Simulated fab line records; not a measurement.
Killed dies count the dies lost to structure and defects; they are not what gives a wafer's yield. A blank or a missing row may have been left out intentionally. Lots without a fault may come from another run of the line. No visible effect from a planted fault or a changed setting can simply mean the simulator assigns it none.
fab line records    flow gf180mcu
[record] lots = 24  wafers = 72  lastDay = 34
route steps=602 shown POLY_GATE@175 HV_LDD@196 NSD@243 M2@365 V4@477 MIM@503
lots that met no fault: from a run of the same line without faults
startH: start of the lot's first displayed wafer, in hours after the record's first day    waitH: hours since the lot's step before    " the same as in the row above    L1.1+2: several wafers, shown together as one row    - either no value or no given start    * or withheld: withheld    < > ~ a bound
route shown NAME@n: names a module that has steps shown in the file, with the first one's number in the route    usual: the fault-free wafers' mean and standard deviation    same: alike in all rows    chamber/n: place in a boat    sites: readings site by site    _std_site: standard deviation across them    _edge_site: mean of outer sites minus mean of inner sites    radiusMm: how far each site lies from the wafer's centre    mask NAME#n: copy n    behind: the last tool/chamber to shape the wafer    hold: why the lot went on hold/how many hours it stayed there/how the hold came to an end    device: which transistor (n, p or np) failed to switch    end of line: the tests these same wafers got at the end of their route    a step without rows: its recipe alone    killed: at the first sort, the dies lost to defects and structure; wafer yield is something else    map: the dies of a wafer, with x for killed, . for not killed, _ for no die there
set.NAME: the setting as run; set.NAME@STEP: as run at that earlier step    model.NAME: the simulator's own value behind a step, which no gauge read
one table for each step of the route and one row for each wafer, over a sample of lots
services: the hour from which a tool's chamber was out of use, counted from the record's first day as startH (under 0 if before that day), plus the number of hours and why
[[steps]]
[step GF_POLY_GATE_CD_MEAS_18]
[usual] cdNm = 279.9/1.6
lot.wafer  tool      chamber  startH  waitH  cdNm
L074.1     cdSem-01  -        202.50  0.1    280.5
L074.4     "         -        "       "      280.8
L074.5     "         -        "       "      278.8
L075.2     cdSem-02  -        202.53  0.1    280.1
L075.5     "         -        "       "      280.3
L075.6     "         -        "       "      279.3
L076.2     cdSem-02  -        210.44  0.1    277.7
L076.3     "         -        "       "      278.9
L076.5     "         -        "       "      277.7
L077.1     cdSem-01  -        221.84  0.1    278.2
L077.2     "         -        "       "      279.2
L077.4     "         -        "       "      280.4
L078.1     cdSem-01  -        225.95  0.1    281.0
L078.2     "         -        "       "      280.8
L078.4     "         -        "       "      281.1
L079.2     cdSem-01  -        230.06  0.1    282.2
L079.4     "         -        "       "      282.3
L079.6     "         -        "       "      282.0
L080.2     cdSem-01  -        241.28  0.1    280.1
L080.4     "         -        "       "      280.5
L080.6     "         -        "       "      281.0
L081.1     cdSem-01  -        245.13  0.1    278.9
L081.2     "         -        "       "      279.8
L081.3     "         -        "       "      279.4
L082.1     cdSem-02  -        252.23  0.1    278.9
L082.5     "         -        "       "      277.5
L082.6     "         -        "       "      276.7
L083.1     cdSem-02  -        258.14  0.1    278.1
L083.2     "         -        "       "      279.4
L083.5     "         -        "       "      278.1
L084.1     cdSem-02  -        266.30  0.1    279.5
L084.4     "         -        "       "      278.3
L084.5     "         -        "       "      277.9
L085.1     cdSem-01  -        275.98  0.1    279.7
L085.2     "         -        "       "      280.2
L085.3     "         -        "       "      281.1
L086.3     cdSem-01  -        278.51  0.1    281.4
L086.4     "         -        "       "      280.3
L086.5     "         -        "       "      280.7
L087.2     cdSem-02  -        297.81  0.1    280.3
L087.3     "         -        "       "      279.3
L087.5     "         -        "       "      281.5
L088.3     cdSem-02  -        303.05  0.1    281.4
L088.5     "         -        "       "      283.3
L088.6     "         -        "       "      280.2
L089.1     cdSem-02  -        310.95  0.1    280.1
L089.4     "         -        "       "      278.0
L089.6     "         -        "       "      280.5
L090.2     cdSem-01  -        316.51  0.1    281.7
L090.4     "         -        "       "      280.4
L090.5     "         -        "       "      280.3
L091.3     cdSem-01  -        320.31  0.1    280.8
L091.4     "         -        "       "      280.0
L091.5     "         -        "       "      282.0
L092.1     cdSem-02  -        329.51  0.1    281.3
L092.2     "         -        "       "      280.6
L092.5     "         -        "       "      281.8
L093.1     cdSem-01  -        338.96  0.1    280.1
L093.2     "         -        "       "      281.3
L093.3     "         -        "       "      279.6
L094.3     cdSem-01  -        341.32  0.1    278.2
L094.5     "         -        "       "      279.5
L094.6     "         -        "       "      279.2
L095.2     cdSem-02  -        348.23  0.1    282.9
L095.4     "         -        "       "      283.2
L095.6     "         -        "       "      283.3
L096.1     cdSem-01  -        368.89  0.1    279.6
L096.3     "         -        "       "      279.8
L096.5     "         -        "       "      279.4
L097.1     cdSem-02  -        371.53  0.1    277.9
L097.3     "         -        "       "      280.2
L097.5     "         -        "       "      278.1
[step GF_HV_LDD_OVL_MEAS_20]
[usual] HV_LDD_01_OVL = -0.7/1.5
lot.wafer  tool        chamber  startH  waitH  HV_LDD_01_OVL[nm]
L074.1     overlay-02  -        238.05  0.1    0.5
L074.4     "           -        "       "      0.6
L074.5     "           -        "       "      0.5
L075.2     overlay-02  -        238.35  0.1    1.1
L075.5     "           -        "       "      -1.8
L075.6     "           -        "       "      -0.8
L076.2     overlay-02  -        246.30  0.1    -1.0
L076.3     "           -        "       "      1.6
L076.5     "           -        "       "      0.3
L077.1     overlay-01  -        258.90  0.1    -0.6
L077.2     "           -        "       "      1.0
L077.4     "           -        "       "      0.6
L078.1     overlay-01  -        262.70  0.1    -0.8
L078.2     "           -        "       "      -2.8
L078.4     "           -        "       "      -1.5
L079.2     overlay-01  -        267.40  0.1    1.5
L079.4     "           -        "       "      -1.1
L079.6     "           -        "       "      1.5
L080.2     overlay-01  -        280.00  0.1    -0.8
L080.4     "           -        "       "      -2.3
L080.6     "           -        "       "      1.5
L081.1     overlay-01  -        282.85  0.1    -0.6
L081.2     "           -        "       "      -1.4
L081.3     "           -        "       "      -0.6
L082.1     overlay-02  -        290.25  0.1    -1.4
L082.5     "           -        "       "      -2.0
L082.6     "           -        "       "      -0.7
L083.1     overlay-01  -        297.40  0.1    -1.8
L083.2     "           -        "       "      -2.2
L083.5     "           -        "       "      -1.4
L084.1     overlay-02  -        305.39  0.1    -2.8
L084.4     "           -        "       "      -1.6
L084.5     "           -        "       "      -3.5
L085.1     overlay-01  -        315.74  0.1    -1.2
L085.2     "           -        "       "      0.1
L085.3     "           -        "       "      -0.9
L086.3     overlay-02  -        318.61  0.1    -1.6
L086.4     "           -        "       "      -0.9
L086.5     "           -        "       "      -1.1
L087.2     overlay-01  -        338.45  0.1    0.3
L087.3     "           -        "       "      0.9
L087.5     "           -        "       "      1.2
L088.3     overlay-02  -        344.21  0.1    0.5
L088.5     "           -        "       "      -1.2
L088.6     "           -        "       "      1.6
L089.1     overlay-01  -        352.80  0.1    3.2
L089.4     "           -        "       "      1.4
L089.6     "           -        "       "      0.1
L090.2     overlay-02  -        359.34  0.1    -1.8
L090.4     "           -        "       "      -1.4
L090.5     "           -        "       "      -0.5
L091.3     overlay-01  -        364.01  0.1    -3.1
L091.4     "           -        "       "      -1.8
L091.5     "           -        "       "      -1.4
L092.1     overlay-02  -        373.90  0.1    -2.9
L092.2     "           -        "       "      -3.4
L092.5     "           -        "       "      -1.8
L093.1     overlay-02  -        384.42  0.1    -3.4
L093.2     "           -        "       "      0.0
L093.3     "           -        "       "      -1.6
L094.3     overlay-01  -        386.05  0.1    -2.5
L094.5     "           -        "       "      -2.2
L094.6     "           -        "       "      -1.8
L095.2     overlay-01  -        392.86  0.1    -0.5
L095.4     "           -        "       "      -1.4
L095.6     "           -        "       "      -0.5
L096.1     overlay-02  -        413.59  0.1    -1.2
L096.3     "           -        "       "      1.1
L096.5     "           -        "       "      0.3
L097.1     overlay-02  -        417.30  0.1    -0.2
L097.3     "           -        "       "      0.5
L097.5     "           -        "       "      -1.9
[step GF_NSD_OVL_MEAS_08]
[usual] NSD_OVL = -0.2/1.4
lot.wafer  tool        chamber  startH  waitH  NSD_OVL[nm]
L074.1     overlay-01  -        300.25  0.1    0.2
L074.4     "           -        "       "      -2.3
L074.5     "           -        "       "      -0.9
L075.2     overlay-01  -        300.81  0.1    1.0
L075.5     "           -        "       "      0.5
L075.6     "           -        "       "      0.4
L076.2     overlay-02  -        309.15  0.1    -2.7
L076.3     "           -        "       "      -3.5
L076.5     "           -        "       "      -1.7
L077.1     overlay-02  -        322.30  0.1    1.3
L077.2     "           -        "       "      2.2
L077.4     "           -        "       "      2.9
L078.1     overlay-02  -        325.45  0.1    -0.2
L078.2     "           -        "       "      0.8
L078.4     "           -        "       "      1.1
L079.2     overlay-02  -        332.56  0.1    -2.4
L079.4     "           -        "       "      -1.8
L079.6     "           -        "       "      -0.7
L080.2     overlay-02  -        345.80  0.1    -1.2
L080.4     "           -        "       "      -0.2
L080.6     "           -        "       "      -0.7
L081.1     overlay-02  -        348.34  0.1    -0.4
L081.2     "           -        "       "      -1.7
L081.3     "           -        "       "      -1.2
L082.1     overlay-02  -        357.19  0.1    0.9
L082.5     "           -        "       "      0.3
L082.6     "           -        "       "      -0.3
L083.1     overlay-01  -        363.15  0.1    -1.4
L083.2     "           -        "       "      -0.7
L083.5     "           -        "       "      -2.1
L084.1     overlay-01  -        373.89  0.1    2.4
L084.4     "           -        "       "      2.6
L084.5     "           -        "       "      -0.7
L085.1     overlay-01  -        384.69  0.1    -1.1
L085.2     "           -        "       "      -1.3
L085.3     "           -        "       "      1.5
L086.3     overlay-02  -        387.01  0.1    2.2
L086.4     "           -        "       "      2.5
L086.5     "           -        "       "      0.6
L087.2     overlay-01  -        410.56  0.1    0.0
L087.3     "           -        "       "      -1.8
L087.5     "           -        "       "      -2.7
L088.3     overlay-01  -        414.61  0.1    -1.1
L088.5     "           -        "       "      -1.8
L088.6     "           -        "       "      -2.0
L089.1     overlay-02  -        424.65  0.1    -1.3
L089.4     "           -        "       "      0.8
L089.6     "           -        "       "      0.9
L090.2     overlay-01  -        432.11  0.1    0.1
L090.4     "           -        "       "      1.5
L090.5     "           -        "       "      0.5
L091.3     overlay-01  -        436.41  0.1    1.6
L091.4     "           -        "       "      0.1
L091.5     "           -        "       "      -0.2
L092.1     overlay-02  -        446.84  0.1    0.3
L092.2     "           -        "       "      -0.1
L092.5     "           -        "       "      -0.2
L093.1     overlay-01  -        462.15  0.1    -0.8
L093.2     "           -        "       "      0.5
L093.3     "           -        "       "      1.0
L094.3     overlay-01  -        462.46  0.1    0.1
L094.5     "           -        "       "      -0.5
L094.6     "           -        "       "      -0.3
L095.2     overlay-02  -        467.50  0.1    0.5
L095.4     "           -        "       "      1.3
L095.6     "           -        "       "      -0.3
L096.1     overlay-02  -        490.05  0.1    0.6
L096.3     "           -        "       "      1.1
L096.5     "           -        "       "      2.3
L097.1     overlay-02  -        494.05  0.1    0.5
L097.3     "           -        "       "      1.1
L097.5     "           -        "       "      1.9
[step GF_M2_SPUTTER_03]
[recipe] material = Ti  targetThkNm = 10  substrateTempC = 300  chamberPressurePa = 0.3  powerW = 3000  timeS = 6.7
[usual] throttleValvePct = 29.5/0.85
lot.wafer  tool           chamber  startH  waitH  throttleValvePct
L074.1     pvdSputter-01  -        413.30  0.0    30.3
L074.4     "              -        "       "      30.8
L074.5     "              -        "       "      30.6
L075.2     pvdSputter-03  -        414.52  0.0    29.5
L075.5     "              -        "       "      29.2
L075.6     "              -        "       "      28.6
L076.2     pvdSputter-04  -        425.37  0.0    29.5
L076.3     "              -        "       "      31.2
L076.5     "              -        "       "      28.2
L077.1     pvdSputter-03  -        443.03  0.0    29.2
L077.2     "              -        "       "      29.4
L077.4     "              -        "       "      28.7
L078.1     pvdSputter-01  -        444.39  0.0    30.3
L078.2     "              -        "       "      28.7
L078.4     "              -        "       "      30.3
L079.2     pvdSputter-04  -        453.24  0.0    28.6
L079.4     "              -        "       "      29.3
L079.6     "              -        "       "      28.6
L080.2     pvdSputter-01  -        467.84  0.0    30.5
L080.4     "              -        "       "      29.9
L080.6     "              -        "       "      28.9
L081.1     pvdSputter-01  -        471.09  0.0    28.7
L081.2     "              -        "       "      30.5
L081.3     "              -        "       "      30.8
L082.1     pvdSputter-03  -        480.95  0.0    28.8
L082.5     "              -        "       "      29.3
L082.6     "              -        "       "      28.9
L083.1     pvdSputter-01  -        487.53  0.0    28.9
L083.2     "              -        "       "      30.8
L083.5     "              -        "       "      30.7
L084.1     pvdSputter-01  -        499.34  0.0    30.6
L084.4     "              -        "       "      30.1
L084.5     "              -        "       "      30.8
L085.1     pvdSputter-04  -        510.30  0.0    28.8
L085.2     "              -        "       "      29.2
L085.3     "              -        "       "      28.5
L086.3     pvdSputter-01  -        513.88  0.0    29.1
L086.4     "              -        "       "      30.7
L086.5     "              -        "       "      30.6
L087.2     pvdSputter-04  -        535.39  0.0    28.6
L087.3     "              -        "       "      29.6
L087.5     "              -        "       "      29.4
L088.3     pvdSputter-03  -        539.93  0.0    28.7
L088.5     "              -        "       "      29.1
L088.6     "              -        "       "      29.6
L089.1     pvdSputter-01  -        546.91  0.0    28.7
L089.4     "              -        "       "      30.2
L089.6     "              -        "       "      28.8
L090.2     pvdSputter-04  -        556.49  0.0    30.9
L090.4     "              -        "       "      28.7
L090.5     "              -        "       "      28.6
L091.3     pvdSputter-04  -        560.69  0.0    28.7
L091.4     "              -        "       "      29.0
L091.5     "              -        "       "      31.0
L092.1     pvdSputter-03  -        569.54  0.0    29.1
L092.2     "              -        "       "      28.9
L092.5     "              -        "       "      29.2
L093.1     pvdSputter-01  -        582.80  0.0    30.7
L093.2     "              -        "       "      30.6
L093.3     "              -        "       "      30.4
L094.3     pvdSputter-03  -        583.34  0.0    29.3
L094.5     "              -        "       "      29.5
L094.6     "              -        "       "      28.9
L095.2     pvdSputter-03  -        588.90  0.0    29.1
L095.4     "              -        "       "      28.7
L095.6     "              -        "       "      28.9
L096.1     pvdSputter-03  -        607.90  0.0    28.8
L096.3     "              -        "       "      29.0
L096.5     "              -        "       "      28.8
L097.1     pvdSputter-04  -        611.79  0.0    28.5
L097.3     "              -        "       "      31.0
L097.5     "              -        "       "      30.6
[step GF_V4_THK_MEAS_01]
[recipe] reads = SiO2_of_V4_CVD_00
[usual] V4_CVD_00_THK = 599/6
lot.wafer  tool          chamber  startH  waitH  V4_CVD_00_THK[nm]
L074.1     filmMetro-01  -        539.44  0.0    595
L074.4     "             -        "       "      594
L074.5     "             -        "       "      590
L075.2     filmMetro-02  -        541.06  0.0    587
L075.5     "             -        "       "      595
L075.6     "             -        "       "      589
L076.2     filmMetro-04  -        550.07  0.1    596
L076.3     "             -        "       "      593
L076.5     "             -        "       "      593
L077.1     filmMetro-04  -        567.04  0.0    595
L077.2     "             -        "       "      596
L077.4     "             -        "       "      595
L078.1     filmMetro-04  -        567.30  0.0    603
L078.2     "             -        "       "      606
L078.4     "             -        "       "      601
L079.2     filmMetro-02  -        575.06  0.0    607
L079.4     "             -        "       "      598
L079.6     "             -        "       "      605
L080.2     filmMetro-04  -        588.81  0.0    592
L080.4     "             -        "       "      594
L080.6     "             -        "       "      597
L081.1     filmMetro-04  -        591.44  0.0    607
L081.2     "             -        "       "      600
L081.3     "             -        "       "      609
L082.1     filmMetro-02  -        598.78  0.0    594
L082.5     "             -        "       "      603
L082.6     "             -        "       "      596
L083.1     filmMetro-02  -        606.40  0.0    602
L083.2     "             -        "       "      608
L083.5     "             -        "       "      605
L084.1     filmMetro-01  -        616.02  0.0    609
L084.4     "             -        "       "      610
L084.5     "             -        "       "      607
L085.1     filmMetro-02  -        626.05  0.0    591
L085.2     "             -        "       "      594
L085.3     "             -        "       "      603
L086.3     filmMetro-04  -        629.21  0.1    594
L086.4     "             -        "       "      603
L086.5     "             -        "       "      598
L087.2     filmMetro-02  -        648.22  0.0    591
L087.3     "             -        "       "      591
L087.5     "             -        "       "      589
L088.3     filmMetro-01  -        652.77  0.1    601
L088.5     "             -        "       "      601
L088.6     "             -        "       "      608
L089.1     filmMetro-01  -        657.96  0.0    607
L089.4     "             -        "       "      600
L089.6     "             -        "       "      608
L090.2     filmMetro-04  -        667.01  0.0    601
L090.4     "             -        "       "      601
L090.5     "             -        "       "      602
L091.3     filmMetro-04  -        670.83  0.1    593
L091.4     "             -        "       "      586
L091.5     "             -        "       "      589
L092.1     filmMetro-01  -        678.85  0.0    595
L092.2     "             -        "       "      586
L092.5     "             -        "       "      597
L093.1     filmMetro-04  -        689.43  0.0    601
L093.2     "             -        "       "      603
L093.3     "             -        "       "      600
L094.3     filmMetro-01  -        690.54  0.1    599
L094.5     "             -        "       "      600
L094.6     "             -        "       "      607
L095.2     filmMetro-02  -        695.77  0.0    602
L095.4     "             -        "       "      614
L095.6     "             -        "       "      599
L096.1     filmMetro-02  -        712.20  0.0    598
L096.3     "             -        "       "      596
L096.5     "             -        "       "      601
L097.1     filmMetro-04  -        715.33  0.0    608
L097.3     "             -        "       "      601
L097.5     "             -        "       "      603
[step GF_MIM_SPUTTER_00]
[recipe] material = Ti  targetThkNm = 37.5  arrivingIonEnergyEv = 80  substrateTempC = 200  chamberPressurePa = 2  powerW = 4000  timeS = 150
[usual] throttleValvePct = 30.0/0.77
lot.wafer  tool           chamber  startH  waitH  throttleValvePct
L074.1     pvdSputter-01  -        563.85  0.2    30.4
L074.4     "              -        "       "      29.9
L074.5     "              -        "       "      30.6
L075.2     pvdSputter-02  -        565.54  0.1    29.5
L075.5     "              -        "       "      31.0
L075.6     "              -        "       "      29.7
L076.2     pvdSputter-02  -        574.17  0.1    30.8
L076.3     "              -        "       "      29.6
L076.5     "              -        "       "      30.7
L077.1     pvdSputter-02  -        590.62  0.2    30.0
L077.2     "              -        "       "      31.1
L077.4     "              -        "       "      30.2
L078.1     pvdSputter-02  -        590.97  0.1    30.5
L078.2     "              -        "       "      29.7
L078.4     "              -        "       "      31.0
L079.2     pvdSputter-01  -        597.97  0.2    30.8
L079.4     "              -        "       "      30.4
L079.6     "              -        "       "      30.6
L080.2     pvdSputter-02  -        612.01  0.2    30.7
L080.4     "              -        "       "      29.8
L080.6     "              -        "       "      30.4
L081.1     pvdSputter-01  -        614.51  0.1    30.3
L081.2     "              -        "       "      28.7
L081.3     "              -        "       "      30.2
L082.1     pvdSputter-01  -        621.66  0.2    30.6
L082.5     "              -        "       "      28.7
L082.6     "              -        "       "      30.5
L083.1     pvdSputter-04  -        629.03  0.2    31.1
L083.2     "              -        "       "      29.5
L083.5     "              -        "       "      28.7
L084.1     pvdSputter-02  -        638.40  0.1    29.8
L084.4     "              -        "       "      30.7
L084.5     "              -        "       "      29.6
L085.1     pvdSputter-04  -        648.07  0.1    28.8
L085.2     "              -        "       "      31.1
L085.3     "              -        "       "      29.3
L086.3     pvdSputter-01  -        651.03  0.2    30.9
L086.4     "              -        "       "      28.9
L086.5     "              -        "       "      28.9
L087.2     pvdSputter-02  -        669.44  0.1    30.3
L087.3     "              -        "       "      29.6
L087.5     "              -        "       "      29.5
L088.3     pvdSputter-01  -        674.56  0.1    28.8
L088.5     "              -        "       "      28.8
L088.6     "              -        "       "      30.5
L089.1     pvdSputter-04  -        680.44  0.1    31.0
L089.4     "              -        "       "      29.3
L089.6     "              -        "       "      28.6
L090.2     pvdSputter-04  -        687.55  0.1    30.8
L090.4     "              -        "       "      29.4
L090.5     "              -        "       "      28.6
L091.3     pvdSputter-02  -        691.64  0.2    30.0
L091.4     "              -        "       "      29.5
L091.5     "              -        "       "      30.5
L092.1     pvdSputter-01  -        700.16  0.1    30.9
L092.2     "              -        "       "      30.0
L092.5     "              -        "       "      28.8
L093.1     pvdSputter-02  -        710.19  0.2    29.3
L093.2     "              -        "       "      29.7
L093.3     "              -        "       "      30.9
L094.3     pvdSputter-02  -        710.95  0.1    30.5
L094.5     "              -        "       "      29.7
L094.6     "              -        "       "      30.5
L095.2     pvdSputter-01  -        715.91  0.2    30.3
L095.4     "              -        "       "      30.5
L095.6     "              -        "       "      30.2
L096.1     pvdSputter-01  -        731.58  0.2    30.5
L096.3     "              -        "       "      30.7
L096.5     "              -        "       "      28.7
L097.1     pvdSputter-01  -        734.84  0.2    30.5
L097.3     "              -        "       "      28.8
L097.5     "              -        "       "      30.7
[[services]]
tool           chamber  startH  hours  kind
pvdSputter-04  3        425.43  -      consumableReplace:kit
pvdSputter-04  3        425.43  18.0   scheduledDown
pvdSputter-04  3        425.43  18.0   ventCycle
pvdSputter-03  -        433.44  5.4    repair
pvdSputter-01  0        471.15  -      consumableReplace:kit
pvdSputter-01  0        471.15  18.0   scheduledDown
pvdSputter-01  0        471.15  18.0   ventCycle
pvdSputter-01  -        477.89  9.2    repair
pvdSputter-02  -        514.90  1.1    repair
pvdSputter-02  -        546.38  8.1    repair
pvdSputter-04  2        577.43  -      consumableReplace:kit
pvdSputter-04  2        577.43  18.0   scheduledDown
pvdSputter-04  2        577.43  18.0   ventCycle
pvdSputter-04  -        584.05  13.2   repair
pvdSputter-04  -        633.12  9.8    repair
pvdSputter-03  -        638.32  0.7    repair
pvdSputter-01  3        664.70  -      consumableReplace:kit
pvdSputter-01  3        664.70  18.0   scheduledDown
pvdSputter-01  3        664.70  18.0   ventCycle
pvdSputter-04  1        670.69  -      consumableReplace:kit
pvdSputter-04  1        670.69  18.0   scheduledDown
pvdSputter-04  1        670.69  18.0   ventCycle
pvdSputter-01  -        685.31  1.6    repair
pvdSputter-01  -        689.55  0.7    repair
[[key]]
fault none
